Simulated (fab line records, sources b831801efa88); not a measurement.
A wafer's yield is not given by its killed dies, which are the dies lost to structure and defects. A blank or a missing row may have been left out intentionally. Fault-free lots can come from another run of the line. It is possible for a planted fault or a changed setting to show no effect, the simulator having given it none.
Which of the tools did it?    flow gf180mcu    14 lots with 42 wafers sampled at 2 steps, on a route of 602 steps

## WHAT THE GAUGES READ, wafer by wafer
GF_HV_LDD_THK_MEAS_55.
lot   measured      on             HV_LDD_CVD_54_THK (nm)
L369  day 12 13:06  film metro-01  10.08 10.06 9.92
L372  day 13 20:46  film metro-01  10.12 9.95 10.02
L374  day 14 17:45  film metro-01  7.74 7.69 7.65
L375  day 15 00:31  film metro-02  9.95 9.99 10.02
L377  day 15 16:58  film metro-01  7.81 7.79 7.78
L383  day 17 12:27  film metro-01  9.97 10.02 10.00
L384  day 17 23:24  film metro-02  10.07 10.07 10.03
L385  day 18 04:38  film metro-01  9.93 10.05 9.97
L386  day 18 10:34  film metro-03  10.07 10.00 10.08
L387  day 18 16:53  film metro-01  10.12 10.01 10.09
L389  day 19 07:14  film metro-01  9.88 10.03 10.11
L388  day 19 10:35  film metro-01  10.05 10.00 10.15
L390  day 19 14:16  film metro-02  10.19 10.18 10.05
L392  day 20 12:54  film metro-02  10.09 10.07 10.14

## TOOL THAT RAN EACH LOT (tool first, then ch and the chambers of the sampled wafers, then the start)
lot   GF_HV_LDD_CVD_54
L369  lpcvd-02 ch 0, day 12 12:04
L372  lpcvd-01 ch 0, day 13 19:43
L374  lpcvd-01 ch 0, day 14 16:43
L375  lpcvd-02 ch 0, day 14 23:28
L377  lpcvd-01 ch 0, day 15 15:57
L383  lpcvd-02 ch 0, day 17 11:26
L384  lpcvd-02 ch 0, day 17 22:22
L385  lpcvd-01 ch 0, day 18 03:37
L386  lpcvd-02 ch 0, day 18 09:31
L387  lpcvd-02 ch 0, day 18 15:52
L389  lpcvd-01 ch 1, day 19 06:13
L388  lpcvd-02 ch 0, day 19 09:34
L390  lpcvd-01 ch 0, day 19 13:14
L392  lpcvd-02 ch 0, day 20 11:52
- GF_HV_LDD_CVD_54: deposits SiO2 from TEOS, target thk 10 nm, time 75 s.

## AS READ BY THE TOOLS THEMSELVES (means over the sampled wafers that have a number; for cases with no such wafer, the mark the record gives instead)
GF_HV_LDD_CVD_54.
lot   tool      zone power upper pct (%)
L369  lpcvd-02  10.5
L372  lpcvd-01  10.4
L374  lpcvd-01  10.2
L375  lpcvd-02  10.4
L377  lpcvd-01  10.2
L383  lpcvd-02  10.4
L384  lpcvd-02  10.5
L385  lpcvd-01  10.2
L386  lpcvd-02  10.4
L387  lpcvd-02  10.4
L389  lpcvd-01  11.8
L388  lpcvd-02  10.5
L390  lpcvd-01  10.3
L392  lpcvd-02  10.5

## THE ANSWER, worked out from the rows above alone
Rule: what is usual is taken from the lots themselves. The widest of any qualifying gaps counts: lots, ordered by their means at a reading, are off when they make up no more than a third of the lots, leave a main group of 4 or more, and stand apart from it by 3 or more times the standard deviation of that group's means. If all means in a main group match to the digits the tables above print for the reading, that group is not used. Also off: a lot with no number at a reading for which 4 or more lots have one. The other lots that the step has rows for count as sound. First the gauges in route order, then the tools' own readings, where a lot's mean is used as printed above. At the first step where some lot is off, the reading lying furthest off is the one used; lots without a number count as furthest.
Off: L374, L377, seen at GF_HV_LDD_THK_MEAS_55 (HV_LDD_CVD_54_THK). For the main group the mean is 10.04 nm and the standard deviation 0.046.
A tool fits if, at a process step before that reading, it ran every lot that is off, and no sound lot after the first of them. Those tools and the gauges at GF_HV_LDD_THK_MEAS_55 are tried in the same way. None of those tried fits.

## WHAT THE SIMULATOR HAD PUT IN
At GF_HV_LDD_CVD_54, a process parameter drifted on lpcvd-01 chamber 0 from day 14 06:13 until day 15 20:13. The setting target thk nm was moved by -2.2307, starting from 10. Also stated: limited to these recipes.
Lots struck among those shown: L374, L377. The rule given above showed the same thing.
